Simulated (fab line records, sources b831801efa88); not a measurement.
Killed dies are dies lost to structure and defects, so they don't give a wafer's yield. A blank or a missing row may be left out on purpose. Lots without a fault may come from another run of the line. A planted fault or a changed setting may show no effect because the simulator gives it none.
Problem report in the 8D (eight disciplines) form, filled by code | flow gf180mcu | the parts of the form that need people (team, actions taken, sign-off) are left out

1. THE PROBLEM
NWELL_TW at GF_NWELL_TW_MEAS_11 reads a mean of 2007 on 9 wafers of 3 lots; wafers without a fault read 1583 with a standard deviation of 12. That is +35 standard deviations from the usual mean.
First seen on wafer L155.2, day 6 16:02, on film_metro-02. The record holds 36 wafers of 12 lots with a number at this step. Rule for "out", or "out of limits": more than 4 standard deviations from the usual mean. The other wafers with a number count as sound.

2. WHAT IT IS AND WHAT IT IS NOT
question                    | is                           | is not
which readings at this step | NWELL_TW                     | -
which lots                  | L155, L158, L159             | L142, L144, L147, L148, L150, L160, L161, L162, L163
which wafers of those lots  | all that have a number       | -
read on which gauges        | film_metro-02, film_metro-03 | film_metro-01
when                        | from day 6 16:02             | up to then (15 sound wafers); but 12 sound wafers of L160, L161, L162, L163 came after

3. SUSPECTS, AND WHAT RULES EACH OUT
Counting: a tool at a process step up to the reading stays a suspect if it ran every lot that is out and no sound lot after the first of them.
- the gauge at GF_NWELL_TW_MEAS_11: ruled out. The wafers that are out were read on 2 gauges (film_metro-02, film_metro-03).
- implanter-01 at GF_NWELL_IMPLANT_09: kept. It ran every lot that is out, first L155 (day 6 15:49), and no sound lot after that; its last sound lot up to then is L150 (day 5 13:25). Its own readings are out on those wafers: dose_ions_cm2, faraday_current_uA.
Left after counting: implanter-01 at GF_NWELL_IMPLANT_09.

4. THE CAUSE (what the simulator had put in)
Process parameter drift: implanter-01, from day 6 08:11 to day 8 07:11, at GF_NWELL_IMPLANT_09. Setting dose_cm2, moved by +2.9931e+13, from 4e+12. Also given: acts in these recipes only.
Counting left only this tool.

5. THE CHAIN OF EFFECTS, in route order
Each row: a reading whose mean over the struck wafers that have a number lies more than 3 standard deviations from the usual. Only readings for which the record gives a usual standard deviation are gone through. hours: the time from each lot's start at the first step in this table that gives one to its start at this step, as a median over the lots. sigmas: the change in usual standard deviations.
hours | step                     | reading            | usual        | on struck wafers | change | sigmas
0     | GF_NWELL_IMPLANT_09      | dose_ions_cm2      | 4e+12        | 3e+13            | +3e+13 | +99 or more
0     | GF_NWELL_IMPLANT_09      | faraday_current_uA | 22.5         | 194.0            | +171.5 | +99 or more
0     | GF_NWELL_TW_MEAS_11      | NWELL_TW           | 1583         | 2007             | +424   | +35
122   | GF_VT_IMPLANT_RS_MEAS_47 | NWELL_RS           | 488.1 ohm/sq | 286.3            | -201.8 | -99 or more
The process steps in it:
- GF_NWELL_IMPLANT_09
Later measuring or inspecting steps at which every struck wafer that the step has a row for has a number for every such reading, and none has moved that far: GF_HV_LDD_THK_MEAS_57.

6. WHAT WOULD HAVE CAUGHT IT SOONER
In this record the first reading out of limits at a measuring or inspecting step was taken at day 6 16:02, 8 hours after the fault began at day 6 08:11.
The tool's own readings at GF_NWELL_IMPLANT_09 were out on every struck wafer that the step has a row for (dose_ions_cm2, faraday_current_uA): an alarm limit on them would have fired on the first of those.
Of the lots that are out (3), L158, L159 began GF_NWELL_IMPLANT_09 on implanter-01 after day 6 16:02. A hold on the tool at that time would have spared those 2.
